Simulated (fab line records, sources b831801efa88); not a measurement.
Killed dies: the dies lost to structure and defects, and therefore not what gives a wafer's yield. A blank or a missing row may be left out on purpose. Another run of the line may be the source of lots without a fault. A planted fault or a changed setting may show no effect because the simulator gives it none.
fab line records	flow sky130
[record] lots = 12	wafers = 36	last_day = 50
route steps=708 shown NWELL@77 SONOS_ONO@169 POLY_GATE@229 POLY_CUT@317
lots with no fault: from the same line, run without faults
start_h: the number of hours between the record's first day and the start of the first shown wafer of the lot	wait_h: hours elapsed since this lot's preceding step	" identical to the entry in the row above	L1.1+2: a row that stands for several wafers	- no value, or no start was given	* or withheld: withheld	< > ~ a bound
route shown NAME@n: names a module that has steps shown in the file, with the first one's number in the route	usual: the fault-free wafers' mean and standard deviation	same: alike in all rows	chamber/n: place in a boat	sites: readings site by site	_std_site: the values' standard deviation	_edge_site: inner sites' mean taken away from outer sites' mean	radius_mm: for every site, how far away it sits from the centre of the wafer	mask NAME#n: copy n	behind: the last tool/chamber to shape the wafer	hold: the reason the lot was held/the length of the hold in hours/how it ended	device: the n, p or np transistor that did not switch	end of line: the same wafers' tests at the end of the route	where a step has no rows: the recipe by itself	killed: not the wafer's yield, but the dies lost to structure and defects at the first sort	map: dies across one wafer; x = killed, . = not, _ = none there
set.NAME: setting as actually run; set.NAME@STEP: the setting as run at that earlier step	model.NAME: the simulator's own value behind a step, which no gauge read
the route's steps for a sample of lots (tables are steps, rows are wafers)
services: a tool's chamber out of use, with start hour (start_h, from the record's first day; less than 0 if before it), hours out, and reason
[[steps]]
[step SKY_NWELL_IMPLANT_24]
[recipe] species = B	energy_kev = 140	dose_cm2 = 9.2e+12	tilt_deg = withheld
[usual] dose_ions_cm2 = 9.202e+12/9.9e+09	faraday_current_uA = 51.8/1
lot.wafer	tool	chamber	start_h	wait_h	dose_ions_cm2	faraday_current_uA
L787.2	implanter-03	0	120.13	0.0	9.21e+12	51.8
L787.3	"	0	"	"	9.205e+12	50.3
L787.4	"	0	"	"	9.21e+12	52.8
L789.4	implanter-02	0	121.34	0.1	9.226e+12	51.8
L789.5	"	0	"	"	9.211e+12	52.3
L789.6	"	0	"	"	9.211e+12	51.9
L788.1	implanter-01	0	121.62	0.0	9.202e+12	51.5
L788.5	"	0	"	"	9.192e+12	54.1
L788.6	"	0	"	"	9.177e+12	51.3
L791.1	implanter-03	0	132.41	0.0	9.209e+12	51.3
L791.2	"	0	"	"	9.211e+12	51.4
L791.3	"	0	"	"	9.222e+12	53.1
L794.1	implanter-02	0	147.73	0.1	9.214e+12	51.9
L794.3	"	0	"	"	9.204e+12	53.1
L794.6	"	0	"	"	9.194e+12	50.2
L795.1	implanter-02	0	154.16	0.0	1.0857e+13	59.1
L795.4	"	0	"	"	1.0863e+13	61.4
L795.5	"	0	"	"	1.0873e+13	62.0
L796.4	implanter-02	0	156.87	0.1	1.086e+13	59.5
L796.5	"	0	"	"	1.087e+13	62.4
L796.6	"	0	"	"	1.0867e+13	62.2
L798.2	implanter-03	0	169.18	0.0	9.192e+12	52.6
L798.4	"	0	"	"	9.22e+12	51.3
L798.6	"	0	"	"	9.19e+12	50.9
L800.2	implanter-02	0	186.03	0.0	1.0872e+13	61.6
L800.3	"	0	"	"	1.0876e+13	60.4
L800.5	"	0	"	"	1.0871e+13	60.1
L806.1	implanter-01	0	218.75	0.0	9.202e+12	52.1
L806.3	"	0	"	"	9.172e+12	53.4
L806.5	"	0	"	"	9.179e+12	52.9
L807.2	implanter-03	0	223.68	0.0	9.204e+12	51.1
L807.4	"	0	"	"	9.2e+12	49.6
L807.6	"	0	"	"	9.204e+12	52.3
L810.1	implanter-01	0	250.01	0.0	9.204e+12	52.9
L810.2	"	0	"	"	9.209e+12	52.7
L810.4	"	0	"	"	9.209e+12	50.7
[step SKY_NWELL_TW_MEAS_26]
[usual] NWELL_2_TW = 498/4.1
lot.wafer	tool	chamber	start_h	wait_h	hold	NWELL_2_TW
L787.2	film_metro-04	-	120.37	0.1	-	494
L787.3	"	-	"	"	-	497
L787.4	"	-	"	"	-	494
L789.4	film_metro-04	-	121.55	0.1	-	498
L789.5	"	-	"	"	-	500
L789.6	"	-	"	"	-	499
L788.1	film_metro-03	-	121.87	0.1	-	497
L788.5	"	-	"	"	-	499
L788.6	"	-	"	"	-	500
L791.1	film_metro-01	-	132.66	0.1	-	500
L791.2	"	-	"	"	-	500
L791.3	"	-	"	"	-	501
L794.1	film_metro-01	-	147.98	0.1	-	500
L794.3	"	-	"	"	-	500
L794.6	"	-	"	"	-	500
L795.1	film_metro-03	-	154.41	0.1	await_dispo/0.2h/release	524
L795.4	"	-	"	"	await_dispo/0.2h/release	525
L795.5	"	-	"	"	await_dispo/0.2h/release	527
L795.1	film_metro-03	-	154.64	0.2	-	525
L795.4	"	-	"	"	-	524
L795.5	"	-	"	"	-	525
L796.4	film_metro-01	-	157.08	0.1	await_dispo/0.2h/release	528
L796.5	"	-	"	"	await_dispo/0.2h/release	528
L796.6	"	-	"	"	await_dispo/0.2h/release	528
L796.4	film_metro-01	-	157.33	0.2	-	529
L796.5	"	-	"	"	-	530
L796.6	"	-	"	"	-	529
L798.2	film_metro-03	-	169.41	0.1	-	502
L798.4	"	-	"	"	-	502
L798.6	"	-	"	"	-	503
L800.2	film_metro-04	-	186.27	0.1	await_dispo/0.2h/release	518
L800.3	"	-	"	"	await_dispo/0.2h/release	518
L800.5	"	-	"	"	await_dispo/0.2h/release	520
L800.2	film_metro-04	-	186.49	0.2	-	521
L800.3	"	-	"	"	-	517
L800.5	"	-	"	"	-	520
L806.1	film_metro-04	-	219.00	0.1	-	493
L806.3	"	-	"	"	-	494
L806.5	"	-	"	"	-	491
L807.2	film_metro-01	-	223.92	0.1	-	506
L807.4	"	-	"	"	-	502
L807.6	"	-	"	"	-	503
L810.1	film_metro-01	-	250.26	0.1	-	497
L810.2	"	-	"	"	-	495
L810.4	"	-	"	"	-	498
[step SKY_SONOS_ONO_THK_MEAS_01]
[recipe] reads = SiO2_of_SONOS_ONO_OXIDATION_00
[usual] SONOS_ONO_OXIDATION_THK = 2.58/0.051
lot.wafer	tool	chamber	start_h	wait_h	SONOS_ONO_OXIDATION_THK[nm]
L788.1	film_metro-02	-	273.03	0.0	2.49
L788.5	"	-	"	"	2.54
L788.6	"	-	"	"	2.51
L787.2	film_metro-03	-	273.04	0.0	2.63
L787.3	"	-	"	"	2.58
L787.4	"	-	"	"	2.64
L789.4	film_metro-01	-	273.06	0.0	2.66
L789.5	"	-	"	"	2.65
L789.6	"	-	"	"	2.54
L791.1	film_metro-01	-	285.44	0.0	2.49
L791.2	"	-	"	"	2.52
L791.3	"	-	"	"	2.53
L794.1	film_metro-01	-	309.48	0.0	2.62
L794.3	"	-	"	"	2.61
L794.6	"	-	"	"	2.60
L795.1	film_metro-03	-	319.44	0.0	2.49
L795.4	"	-	"	"	2.46
L795.5	"	-	"	"	2.51
L796.4	film_metro-03	-	320.82	0.0	2.49
L796.5	"	-	"	"	2.51
L796.6	"	-	"	"	2.52
L798.2	film_metro-03	-	335.64	0.0	2.58
L798.4	"	-	"	"	2.55
L798.6	"	-	"	"	2.60
L800.2	film_metro-03	-	359.17	0.0	2.55
L800.3	"	-	"	"	2.58
L800.5	"	-	"	"	2.65
L806.1	film_metro-02	-	403.65	0.0	2.57
L806.3	"	-	"	"	2.60
L806.5	"	-	"	"	2.60
L807.2	film_metro-01	-	408.90	0.0	2.62
L807.4	"	-	"	"	2.66
L807.6	"	-	"	"	2.59
L810.1	film_metro-02	-	442.59	0.0	2.61
L810.2	"	-	"	"	2.61
L810.4	"	-	"	"	2.58
[step SKY_POLY_GATE_ETCH_15]
[recipe] chemistry = N2/H2	target = BARC	ion_energy_ev = 200	source_w = 500	bias_w = 100	pressure_mtorr = 30	n2_flow_sccm = 100	h2_flow_sccm = 200	stop_on = SiO2	time_s = 118.5	target_depth_a = 1100
[usual] drypump_motor_current_A = 5.8/0.46	oes_product_au = 0.717/0.0049	throttle_valve_pct = 13.213/0.0085
lot.wafer	tool	chamber	start_h	wait_h	drypump_motor_current_A	oes_product_au	rf_hours_counter_h	throttle_valve_pct
L789.4	rie_diel-03	2	390.08	0.0	5.7	0.716	60	13.207
L789.5	"	1	"	"	6.4	0.725	-	13.209
L789.6	"	0	"	"	6.4	0.718	-	13.214
L788.1	rie_diel-01	3	392.80	0.0	5.4	0.726	2	13.214
L788.5	"	2	"	"	5.0	0.721	-	13.223
L788.6	"	3	"	"	5.4	0.724	-	13.213
L787.2	rie_diel-03	2	395.70	0.0	5.7	0.716	60	13.217
L787.3	"	1	"	"	6.5	0.720	64	13.219
L787.4	"	0	"	"	6.4	0.719	-	13.221
L791.1	rie_diel-01	2	404.98	0.0	5.0	0.722	7	13.206
L791.2	"	3	"	"	5.4	0.720	3	13.207
L791.3	"	1	"	"	5.6	0.717	85	13.217
L794.1	rie_diel-01	1	433.68	0.0	5.6	0.715	85	13.215
L794.3	"	3	"	"	5.4	0.718	3	13.222
L794.6	"	2	"	"	5.0	0.718	-	13.223
L795.1	rie_diel-04	1	446.77	0.0	5.8	0.719	3	13.223
L795.4	"	3	"	"	6.3	0.718	15	13.217
L795.5	"	0	"	"	5.1	0.707	-	13.209
L796.4	rie_diel-03	3	452.20	0.0	5.9	0.719	1	13.211
L796.5	"	1	"	"	6.5	0.715	-	13.209
L796.6	"	2	"	"	5.7	0.718	-	13.219
L798.2	rie_diel-03	3	465.90	0.0	5.9	0.715	1	13.211
L798.4	"	2	"	"	5.7	0.716	61	13.224
L798.6	"	3	"	"	5.9	0.711	-	13.224
L800.2	rie_diel-03	3	492.38	0.0	5.9	0.720	1	13.217
L800.3	"	0	"	"	6.4	0.717	29	13.217
L800.5	"	1	"	"	6.4	0.716	-	13.189
L806.1	rie_diel-01	3	559.55	0.0	5.4	0.718	6	13.218
L806.3	"	0	"	"	6.2	0.716	20	13.212
L806.5	"	1	"	"	5.6	0.725	-	13.203
L807.2	rie_diel-01	0	560.87	0.0	6.2	0.714	21	13.218
L807.4	"	1	"	"	5.6	0.723	-	13.229
L807.6	"	3	"	"	5.4	0.719	-	13.195
L810.1	rie_diel-01	0	573.65	0.0	6.2	0.724	21	13.210
L810.2	"	3	"	"	5.5	0.714	6	13.213
L810.4	"	2	"	"	5.0	0.716	10	13.223
[step SKY_POLY_CUT_ETCH_10]
[recipe] chemistry = N2/H2	target = BARC	ion_energy_ev = 200	source_w = 500	bias_w = 103.7	pressure_mtorr = 30	n2_flow_sccm = 100	h2_flow_sccm = 200	stop_on = SiO2	time_s = 45.9	target_depth_a = 600
[usual] drypump_motor_current_A = 5.8/0.49	oes_product_au = 0.855/0.0047	throttle_valve_pct = 13.225/0.0091
lot.wafer	tool	chamber	start_h	wait_h	drypump_motor_current_A	oes_product_au	rf_hours_counter_h	throttle_valve_pct
L789.4	rie_diel-02	2	581.08	0.0	6.3	0.862	3	13.215
L789.5	"	0	"	"	5.6	0.854	-	13.224
L789.6	"	1	"	"	6.7	0.854	-	13.225
L788.1	rie_diel-04	1	582.33	0.0	5.8	0.855	6	13.220
L788.5	"	2	"	"	5.6	0.853	-	13.222
L788.6	"	3	"	"	6.3	0.842	-	13.232
L787.2	rie_diel-02	3	585.18	0.0	5.9	0.856	24	13.243
L787.3	"	1	"	"	6.7	0.852	4	13.207
L787.4	"	2	"	"	6.3	0.856	3	13.243
L791.1	rie_diel-04	2	595.18	0.0	5.6	0.860	53	13.203
L791.2	"	1	"	"	5.8	0.857	6	13.222
L791.3	"	0	"	"	5.1	0.853	9	13.230
L794.1	rie_diel-01	0	620.98	0.0	6.2	0.862	22	13.233
L794.3	"	3	"	"	5.4	0.854	7	13.229
L794.6	"	3	"	"	5.4	0.856	-	13.212
L795.1	rie_diel-04	3	634.07	0.0	6.3	0.856	19	13.226
L795.4	"	2	"	"	5.6	0.852	55	13.231
L795.5	"	1	"	"	5.8	0.858	-	13.223
L796.4	rie_diel-02	3	639.87	0.0	5.9	0.849	25	13.232
L796.5	"	1	"	"	6.7	0.859	-	13.231
L796.6	"	2	"	"	6.3	0.856	-	13.233
L798.2	rie_diel-01	1	650.53	0.0	5.6	0.852	2	13.215
L798.4	"	0	"	"	6.1	0.853	23	13.217
L798.6	"	0	"	"	6.1	0.853	-	13.225
L800.2	rie_diel-02	1	675.33	0.0	6.7	0.847	5	13.228
L800.3	"	3	"	"	6.0	0.852	26	13.222
L800.5	"	3	"	"	5.9	0.854	-	13.235
L806.1	rie_diel-01	3	737.93	0.0	5.4	0.859	10	13.215
L806.3	"	0	"	"	6.2	0.851	25	13.232
L806.5	"	0	"	"	6.2	0.858	-	13.233
L807.2	rie_diel-04	1	738.67	0.0	5.8	0.858	11	13.238
L807.4	"	0	"	"	5.1	0.853	13	13.233
L807.6	"	2	"	"	5.6	0.856	-	13.210
L810.1	rie_diel-01	0	750.92	0.0	6.2	0.857	25	13.238
L810.2	"	1	"	"	5.7	0.855	5	13.222
L810.4	"	2	"	"	5.0	0.857	14	13.233
[[services]]
tool	chamber	start_h	hours	kind
rie_diel-03	2	103.10	1.3	repair
implanter-02	-	124.07	2.1	repair
rie_diel-04	2	133.82	26.5	repair
rie_diel-04	0	171.10	3.1	repair
rie_diel-03	0	210.75	2.0	repair
implanter-02	-	211.53	4.2	pm
rie_diel-01	0	246.62	1.6	repair
rie_diel-04	1	254.91	2.7	repair
rie_diel-03	0	286.55	5.8	repair
rie_diel-04	1	289.15	4.5	repair
rie_diel-01	1	347.45	3.0	repair
rie_diel-04	3	347.60	10.5	repair
rie_diel-03	-	347.61	1.8	repair
implanter-02	-	349.35	1.7	repair
implanter-02	-	351.86	2.6	pm
rie_diel-04	1	356.15	11.7	repair
implanter-02	-	367.70	0.6	repair
implanter-02	-	372.95	2.0	repair
rie_diel-01	-	467.04	2.8	pm
rie_diel-01	-	483.97	1.0	repair
rie_diel-01	2	553.64	15.2	repair
rie_diel-01	3	686.73	1.7	repair
rie_diel-01	3	694.75	5.0	repair
rie_diel-01	1	708.59	7.1	repair
[[key]]
[first_sign] step = SKY_NWELL_IMPLANT_24	reading = dose_ions_cm2	direction = up	sigmas = 99+	usual = *	struck = *
[effect] step = SKY_NWELL_IMPLANT_24	reading = faraday_current_uA	direction = up	sigmas = 9.2	usual = 51.8	struck = 61.0
[effect] step = SKY_NWELL_TW_MEAS_26	reading = visit	direction = added
[effect] step = SKY_NWELL_TW_MEAS_26	reading = NWELL_2_TW	direction = up	sigmas = 6.5	usual = 498	struck = 524
met_at SKY_NWELL_IMPLANT_24
struck_lots L795,L796,L800
tester_left_out L795,L796,L800
not_acting_at SKY_SONOS_ONO_THK_MEAS_01,SKY_POLY_GATE_ETCH_15,SKY_POLY_CUT_ETCH_10
onset_between 147.73 154.16
[fault] kind = process_parameter_drift	tool = implanter-02	chamber = -	onset_h = 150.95	steps = SKY_NWELL_IMPLANT_24	channel = dose_cm2	offset = *	shape = step	end_h = 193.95	acts_in = *	stated = *
// tester_left_out: of these lots the tester's yield and bins aren't shown, on N5 and GAA mostly nor the transistor test; their killed dies are dies lost to structure and defects alone, not to doping, threshold or leakage, so they don't give the yield
